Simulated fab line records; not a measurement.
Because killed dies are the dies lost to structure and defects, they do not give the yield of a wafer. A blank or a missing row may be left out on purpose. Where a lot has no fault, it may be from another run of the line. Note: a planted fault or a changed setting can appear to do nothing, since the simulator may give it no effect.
fab line records | flow sky130
record lots=5 | wafers=15 | last-day=50
route steps=708 shown GATE_OXIDE@198 POLY_GATE@204 RES_PROTECT@206 PAD_OPEN@708
lots with no fault: from the same line, run without faults
start-h: hours from the record's first day to the start of the lot's first wafer shown | wait-h: time in hours since the lot's previous step | " identical to the entry in the row above | L1.1+2: a row that stands for several wafers | - no value present, or no start provided | * or withheld: withheld | < > ~ a bound
route shown NAME@n: NAME is a module with steps in the file, n the number in the route of the first one | usual: mean and standard deviation over wafers with no fault | same: alike in all rows | chamber/n: place in a boat | sites: readings site by site | _std_site: the standard deviation of these | _edge_site: outer sites' mean less inner sites' | radius-mm: how far each site lies from the wafer's centre | mask NAME#n: copy n | behind: the last tool/chamber to shape the wafer | hold: cause of the lot's hold/its duration in hours/its outcome | device: the transistor (n, p or np) that didn't switch | end of line: the same wafers' tests at the end of the route | a step without rows: its recipe alone | killed: not the wafer's yield, but the dies lost to structure and defects at the first sort | map: dies across one wafer; x = killed, . = not, _ = none there
set.NAME: the run value of the setting; set.NAME@STEP: its run value at that earlier step | model.NAME: the simulator's own value behind a step, which no gauge read
lots seen at some steps along the route; tables by step, rows by wafer
services: from which hour (start-h, from the record's first day; less than 0 if before it) a tool's chamber was out of use, for how many hours, and why
## steps
# step SKY_GATE_OXIDE_IMPLANT_11
# recipe species=B | energy-kev=10 | dose-cm2=2.6e+12 | tilt-deg=withheld
# step SKY_GATE_OXIDE_WET_ETCH_12
# recipe chemistry=dHF | target-depth-nm=16.8 | dry=n2-spin | target=SiO2 | dilution=100:1 | temp-c=25 | time-s=336
# step SKY_GATE_OXIDE_STRIP_13
# recipe chemistry=O2/N2 | power-w=1400 | pressure-mtorr=1500 | platen-temp-c=withheld | o2-flow-sccm=3000 | n2-flow-sccm=300 | overash-fraction=0.5
# usual drypump-motor-current-A=5.6/0.33 | oes-product-au=0.715/0.0049 | strip-time-to-endpoint-s=14.19/0.044
lot.wafer | tool            | chamber | start-h | wait-h | drypump-motor-current-A | oes-product-au | rf-hours-counter-h | strip-time-to-endpoint-s
L420.1    | plasma-asher-02 | 1       | 351.65  | 0.0    | 5.9                     | 0.717          | 66                 | 14.18
L420.2    | "               | 0       | "       | "      | 5.7                     | 0.714          | 66                 | 14.19
L420.4    | "               | 1       | "       | "      | 5.9                     | 0.713          | -                  | 14.16
L421.3    | plasma-asher-04 | 1       | 370.27  | 0.0    | 5.9                     | 0.720          | -                  | 14.10
L421.4    | "               | 0       | "       | "      | 5.9                     | 0.714          | -                  | 14.16
L421.5    | "               | 1       | "       | "      | 5.8                     | 0.716          | -                  | 14.15
L423.2    | plasma-asher-04 | 1       | 386.20  | 0.0    | 5.9                     | 0.713          | 66                 | 14.18
L423.4    | "               | 0       | "       | "      | 5.9                     | 0.720          | -                  | 14.19
L423.6    | "               | 1       | "       | "      | 5.8                     | 0.721          | -                  | 14.15
L424.2    | plasma-asher-01 | 1       | 386.50  | 0.0    | 5.3                     | 0.728          | 25                 | 14.18
L424.3    | "               | 1       | "       | "      | 5.3                     | 0.713          | -                  | 14.19
L424.6    | "               | 0       | "       | "      | 5.1                     | 0.719          | -                  | 14.19
L438.1    | plasma-asher-02 | 0       | 488.53  | 0.0    | 5.7                     | 0.714          | 80                 | 14.12
L438.2    | "               | 1       | "       | "      | 5.9                     | 0.714          | 80                 | 14.14
L438.6    | "               | 1       | "       | "      | 5.9                     | 0.721          | -                  | 14.13
# step SKY_GATE_OXIDE_TW_MEAS_14
# usual GATE_OXIDE_TW=223.0/1.5
lot.wafer | tool          | chamber | start-h | wait-h | GATE_OXIDE_TW
L420.1    | film-metro-04 | -       | 351.75  | 0.1    | 225.5
L420.2    | "             | -       | "       | "      | 225.9
L420.4    | "             | -       | "       | "      | 226.0
L421.3    | film-metro-04 | -       | 370.35  | 0.1    | 225.3
L421.4    | "             | -       | "       | "      | 225.3
L421.5    | "             | -       | "       | "      | 225.4
L423.2    | film-metro-01 | -       | 386.31  | 0.1    | 223.1
L423.4    | "             | -       | "       | "      | 222.2
L423.6    | "             | -       | "       | "      | 222.2
L424.2    | film-metro-03 | -       | 386.61  | 0.1    | 222.9
L424.3    | "             | -       | "       | "      | 222.2
L424.6    | "             | -       | "       | "      | 222.1
L438.1    | film-metro-01 | -       | 488.63  | 0.1    | 223.0
L438.2    | "             | -       | "       | "      | 223.1
L438.6    | "             | -       | "       | "      | 222.1
# step SKY_GATE_OXIDE_CLEAN_15
# recipe chemistry=SC1/SC2 | mix=1:4:20 | temp-c=70 | time-s=150 | dry=n2-spin
# step SKY_GATE_OXIDE_OXIDATION_16
# recipe temp-c=800 | ambient=O2 | idle-temp-c=700 | ramp-up-c-per-min=10 | ramp-down-c-per-min=3 | stabilise-s=600 | purge-s=300 | target-thk-a=35.7 | ox-time-s=1915
# step SKY_POLY_GATE_CVD_00
# recipe material=poly-Si | target-thk-nm=180 | temp-c=620 | time-s=720 | pressure-mtorr=200
# step SKY_POLY_GATE_THK_MEAS_01
# recipe reads=poly-Si_of_POLY_GATE_CVD_00
# usual POLY_GATE_CVD_00_THK=180.2/1.4
lot.wafer | tool          | chamber | start-h | wait-h | POLY_GATE_CVD_00_THK[nm]
L420.1    | film-metro-04 | -       | 355.78  | 0.0    | 179.5
L420.2    | "             | -       | "       | "      | 179.1
L420.4    | "             | -       | "       | "      | 179.0
L421.3    | film-metro-04 | -       | 374.38  | 0.0    | 181.7
L421.4    | "             | -       | "       | "      | 179.7
L421.5    | "             | -       | "       | "      | 180.6
L423.2    | film-metro-02 | -       | 390.63  | 0.0    | 178.4
L423.4    | "             | -       | "       | "      | 178.9
L423.6    | "             | -       | "       | "      | 179.6
L424.2    | film-metro-04 | -       | 390.63  | 0.0    | 179.8
L424.3    | "             | -       | "       | "      | 180.6
L424.6    | "             | -       | "       | "      | 180.6
L438.1    | film-metro-04 | -       | 491.47  | 0.0    | 178.5
L438.2    | "             | -       | "       | "      | 179.7
L438.6    | "             | -       | "       | "      | 180.3
# step SKY_RES_PROTECT_DEHYDRATE_00
# recipe temp-c=200 | time-s=60
# step SKY_RES_PROTECT_HMDS_01
# recipe prime-time-s=60 | prime-temp-c=120
# step SKY_RES_PROTECT_COAT_02
# recipe resist=NOVOLAK | spin-rpm=3000 | resist-thk-nm=1140
# step SKY_RES_PROTECT_SOFTBAKE_03
# recipe temp-c=90 | time-s=60 | resist=NOVOLAK
# step SKY_RES_PROTECT_EXPOSE_04
# recipe mask-id=RPM | na=0.6 | source-shape=conventional | sigma-outer=0.6 | polarization=unpolarized | target-cd-nm=1270 | dose-mj=131
# usual stage-vel-mm-s=499.95/0.25
lot.wafer | tool             | chamber | start-h | wait-h | mask     | stage-vel-mm-s
L420.1    | iline-stepper-02 | 0       | 368.59  | -      | RPM#0    | 499.79
L420.2    | "                | 0       | "       | "      | RPM#0    | 500.03
L420.4    | "                | 0       | "       | "      | RPM#0    | 500.11
L421.3    | iline-stepper-01 | 0       | 388.45  | -      | RPM#0    | 499.77
L421.4    | "                | 0       | "       | "      | RPM#0    | 499.87
L421.5    | "                | 0       | "       | "      | RPM#0    | 499.81
L423.2    | iline-stepper-01 | 0       | 404.14  | -      | RPM_R1#0 | 499.58
L423.4    | "                | 0       | "       | "      | RPM_R1#0 | 499.54
L423.6    | "                | 0       | "       | "      | RPM_R1#0 | 499.79
L424.2    | iline-stepper-02 | 0       | 404.38  | -      | RPM#0    | 499.80
L424.3    | "                | 0       | "       | "      | RPM#0    | 499.90
L424.6    | "                | 0       | "       | "      | RPM#0    | 499.95
L438.1    | iline-stepper-02 | 0       | 506.27  | -      | RPM#0    | 499.84
L438.2    | "                | 0       | "       | "      | RPM#0    | 499.83
L438.6    | "                | 0       | "       | "      | RPM#0    | 499.76
# step SKY_RES_PROTECT_PEB_05
# recipe temp-c=withheld | time-s=* | resist=NOVOLAK
# step SKY_PAD_OPEN_PROBE_99
# usual killed_at_M0_to_M3=42/6.7 | killed_at_M4_up=3.0/1.9 | killed-at-contacts=24/5.3 | killed-at-front-end=16/4.3 | killed-at-other=0.4/0.71 | killed-dies=85/9.6 | killed-on-rim=17/3.7 | killed-open=46/6.5 | killed-short=39/6.7
# same gross-dies=492 | killed-at-back-side=0
lot.wafer | tool      | chamber | start-h | wait-h | killed_at_M0_to_M3 | killed_at_M4_up | killed-at-contacts | killed-at-front-end | killed-at-other | killed-dies | killed-on-rim | killed-open | killed-short
L420.1    | prober-01 | -       | 1117.15 | 0.1    | 39                 | 4               | 31                 | 27                  | 0               | 101         | 20            | 52          | 49
L420.2    | prober-01 | -       | 1117.20 | 0.1    | 45                 | 4               | 22                 | 15                  | 0               | 86          | 18            | 53          | 33
L420.4    | prober-01 | -       | 1117.30 | 0.2    | 36                 | 3               | 25                 | 17                  | 1               | 82          | 16            | 42          | 40
L421.3    | prober-02 | -       | 1130.49 | 0.2    | 37                 | 1               | 23                 | 18                  | 1               | 80          | 16            | 42          | 38
L421.4    | prober-02 | -       | 1130.54 | 0.2    | 35                 | 3               | 31                 | 9                   | 0               | 78          | 16            | 46          | 32
L421.5    | prober-02 | -       | 1130.59 | 0.2    | 39                 | 3               | 23                 | 18                  | 0               | 83          | 17            | 43          | 40
L423.2    | prober-02 | -       | 1141.56 | 0.1    | 39                 | 2               | 22                 | 14                  | 81              | 158         | 17            | 43          | 34
L423.4    | prober-02 | -       | 1141.66 | 0.2    | 44                 | 1               | 21                 | 14                  | 88              | 168         | 20            | 36          | 44
L423.6    | prober-02 | -       | 1141.76 | 0.2    | 55                 | 2               | 19                 | 19                  | 88              | 183         | 18            | 53          | 42
L424.2    | prober-01 | -       | 1142.51 | 0.1    | 30                 | 2               | 25                 | 11                  | 0               | 68          | 10            | 39          | 29
L424.3    | prober-01 | -       | 1142.56 | 0.2    | 44                 | 2               | 27                 | 16                  | 0               | 89          | 14            | 53          | 36
L424.6    | prober-01 | -       | 1142.71 | 0.2    | 45                 | 3               | 23                 | 17                  | 0               | 88          | 21            | 51          | 37
L438.1    | prober-01 | -       | 1202.26 | 0.1    | 48                 | 6               | 28                 | 13                  | 0               | 95          | 14            | 52          | 43
L438.2    | prober-01 | -       | 1202.31 | 0.1    | 41                 | 3               | 24                 | 15                  | 0               | 83          | 20            | 46          | 37
L438.6    | prober-01 | -       | 1202.51 | 0.2    | 41                 | 8               | 24                 | 12                  | 1               | 86          | 19            | 41          | 45
# killed by level:class
L420.1 METAL1:geometric-particle:short=13 LI_CONTACT:geometric-particle:open=11 VIA1:geometric-particle:open=9 VIA2:geometric-particle:open=8 CONTACT:geometric-particle:short=8 FIELD_ISO:geometric-particle:short=7 POLY_GATE:geometric-particle:short=7 FIELD_ISO:geometric-particle:open=6
L420.2 VIA1:geometric-particle:open=12 LI_CONTACT:geometric-particle:open=10 CONTACT:geometric-particle:open=7 VIA1:geometric-particle:short=6 METAL2:geometric-particle:short=5 VIA2:geometric-particle:open=5 VIA3:geometric-particle:open=5 POLY_GATE:geometric-particle:open=4
L420.4 VIA1:geometric-particle:open=9 LI_CONTACT:geometric-particle:open=8 CONTACT:geometric-particle:short=8 CONTACT:geometric-particle:open=6 VIA2:geometric-particle:open=6 POLY_GATE:geometric-particle:open=5 POLY_GATE:geometric-particle:short=5 VIA3:geometric-particle:open=5
L421.3 VIA1:geometric-particle:open=9 CONTACT:geometric-particle:open=8 FIELD_ISO:geometric-particle:short=7 LI_CONTACT:geometric-particle:open=6 METAL2:geometric-particle:short=6 FIELD_ISO:geometric-particle:open=5 METAL3:geometric-particle:short=5 CONTACT:geometric-particle:short=4
L421.4 CONTACT:geometric-particle:open=11 CONTACT:geometric-particle:short=8 VIA1:geometric-particle:open=7 VIA2:geometric-particle:open=7 LI_CONTACT:geometric-particle:open=6 VIA3:geometric-particle:open=6 VIA2:geometric-particle:short=5 VIA1:geometric-particle:short=4
L421.5 VIA1:geometric-particle:open=11 VIA2:geometric-particle:open=8 LOCAL_INTERCONNECT:geometric-particle:short=7 METAL2:geometric-particle:short=7 CONTACT:geometric-particle:open=5 FIELD_ISO:geometric-particle:open=4 FIELD_ISO:geometric-particle:short=4 POLY_GATE:geometric-particle:open=4
L423.2 RES_PROTECT:area-expose=81 CONTACT:geometric-particle:open=8 METAL1:geometric-particle:short=6 METAL2:geometric-particle:short=6 VIA3:geometric-particle:open=6 LI_CONTACT:geometric-particle:open=5 LOCAL_INTERCONNECT:geometric-particle:short=5 VIA1:geometric-particle:open=5
L423.4 RES_PROTECT:area-expose=88 METAL1:geometric-particle:short=10 METAL2:geometric-particle:short=7 VIA1:geometric-particle:open=6 CONTACT:geometric-particle:open=6 LI_CONTACT:geometric-particle:open=5 CONTACT:geometric-particle:short=5 POLY_GATE:geometric-particle:open=4
L423.6 RES_PROTECT:area-expose=88 VIA1:geometric-particle:open=11 VIA3:geometric-particle:open=9 LI_CONTACT:geometric-particle:open=9 METAL1:geometric-particle:short=9 VIA1:geometric-particle:short=8 VIA2:geometric-particle:open=7 CONTACT:geometric-particle:open=5
L424.2 CONTACT:geometric-particle:open=11 VIA1:geometric-particle:open=9 LI_CONTACT:geometric-particle:open=6 METAL1:geometric-particle:short=6 VIA1:geometric-particle:short=4 VIA3:geometric-particle:open=4 FIELD_ISO:geometric-particle:short=3 LOCAL_INTERCONNECT:geometric-particle:short=3
L424.3 VIA1:geometric-particle:open=15 CONTACT:geometric-particle:open=10 VIA3:geometric-particle:open=8 LI_CONTACT:geometric-particle:open=6 POLY_GATE:geometric-particle:short=5 METAL1:geometric-particle:short=5 VIA1:geometric-particle:short=4 FIELD_ISO:geometric-particle:open=4
L424.6 VIA3:geometric-particle:open=10 CONTACT:geometric-particle:open=8 VIA2:geometric-particle:open=7 POLY_GATE:geometric-particle:open=7 LI_CONTACT:geometric-particle:open=6 METAL1:geometric-particle:short=5 VIA2:geometric-particle:short=5 CONTACT:geometric-particle:short=4
L438.1 CONTACT:geometric-particle:open=12 VIA2:geometric-particle:open=11 VIA1:geometric-particle:open=11 VIA1:geometric-particle:short=9 METAL1:geometric-particle:short=9 LI_CONTACT:geometric-particle:open=6 METAL4:geometric-particle:short=6 FIELD_ISO:geometric-particle:open=5
L438.2 CONTACT:geometric-particle:open=9 VIA2:geometric-particle:open=9 LI_CONTACT:geometric-particle:open=7 VIA3:geometric-particle:open=7 VIA1:geometric-particle:short=7 VIA1:geometric-particle:open=7 CONTACT:geometric-particle:short=5 METAL2:geometric-particle:short=5
L438.6 VIA1:geometric-particle:open=9 METAL2:geometric-particle:short=8 LI_CONTACT:geometric-particle:open=7 METAL4:geometric-particle:short=6 CONTACT:geometric-particle:open=6 LOCAL_INTERCONNECT:geometric-particle:short=5 VIA3:geometric-particle:open=5 VIA2:geometric-particle:short=4
# map L423.6 (x killed, . not)
__________.x........_________
________.x............_______
______x.......x....x...._____
_____....x..x.....x..x...____
____.......xxx.....x.x....___
___..xx.xx.x..x.x.x.x..xxx.__
__..x......x..xx.x......x.xx_
_.....x.x....x..xx..x..x.x..x
_....xxx..x.x..xx.xxx..x.....
_......xxxxx..xx.....xx.x..x.
_..xxxxx..xxxxxxxxx..........
_......x..xx.xxxx.x.xxx.....x
_.....xxxxxx.xxxxxxxxx.......
_....xxxxxxx.xx..xxxxx.......
_.x..xx...xx.x.xx.......x..xx
__..x....xxx...xxxx.x..xx..._
___x...xxx.xx..xxxxx..x.x.x__
____.x.x.x.xxx....xxxx....___
_____.......xxxx..xxx....____
______..x..x.x.....x..x._____
________...x.x..x...x._______
__________....x....._________
# map L421.5 (x killed, . not)
__________..x.xxx..._________
________xx.xx.....x..._______
______....x.....x......._____
_____........x..x.....xx.____
____.x.....x.............x___
___x....x..........x.......__
__.....x....x..x....x.x....x_
_.........x...x.x....x..x.x..
_....x..xxx.........x........
_....x.x..........x.....x....
_............xx..........xx..
_.x.x............x......x....
_.......xx...xx.....x.......x
_.........x..............x.x.
_.xx.........x....x..x......x
__..x........x...........x.._
___......x..x..x..x.......x__
____.x.....x..............___
_____...x.x...x..xx......____
______.................._____
________...x......x..._______
__________........x._________
## services
tool             | chamber | start-h | hours | kind
plasma-asher-01  | -       | 346.35  | 14.6  | pm
iline-stepper-02 | 0       | 350.52  | -     | calibration
iline-stepper-02 | -       | 351.06  | 1.7   | pm
iline-stepper-01 | 0       | 399.83  | -     | calibration
plasma-asher-04  | -       | 421.25  | 9.0   | pm
plasma-asher-04  | 0       | 421.25  | 9.0   | vent-cycle
plasma-asher-04  | 1       | 421.25  | 9.0   | vent-cycle
plasma-asher-04  | 0       | 430.25  | -     | clean
plasma-asher-04  | 1       | 430.25  | -     | clean
iline-stepper-01 | -       | 444.97  | 1.7   | pm
iline-stepper-02 | -       | 448.95  | 8.9   | pm
## key
first-sign step=SKY_RES_PROTECT_EXPOSE_04 | reading=mask | direction=changed
effect step=SKY_PAD_OPEN_PROBE_99 | reading=killed-at-other | direction=up | sigmas=85 | usual=0.4 | struck=85.7
more-kills-born-at SKY_RES_PROTECT_EXPOSE_04@iline-stepper-01=257
met-at SKY_RES_PROTECT_EXPOSE_04
struck-wafers L423.2,L423.4,L423.6
tester-left-out L423
onset-between 388.45 404.14
fault kind=wrong-mask | tool=any | chamber=- | onset-h=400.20 | steps=SKY_RES_PROTECT_EXPOSE_04 | aux-copy=RPM_R1#0 | cd-offset-nm=190 | scope=struck-lots-only
# tester-left-out: of these lots the tester's yield and bins aren't shown, on N5 and GAA mostly nor the transistor test; their killed dies are dies lost to structure and defects alone, not to doping, threshold or leakage, so they don't give the yield
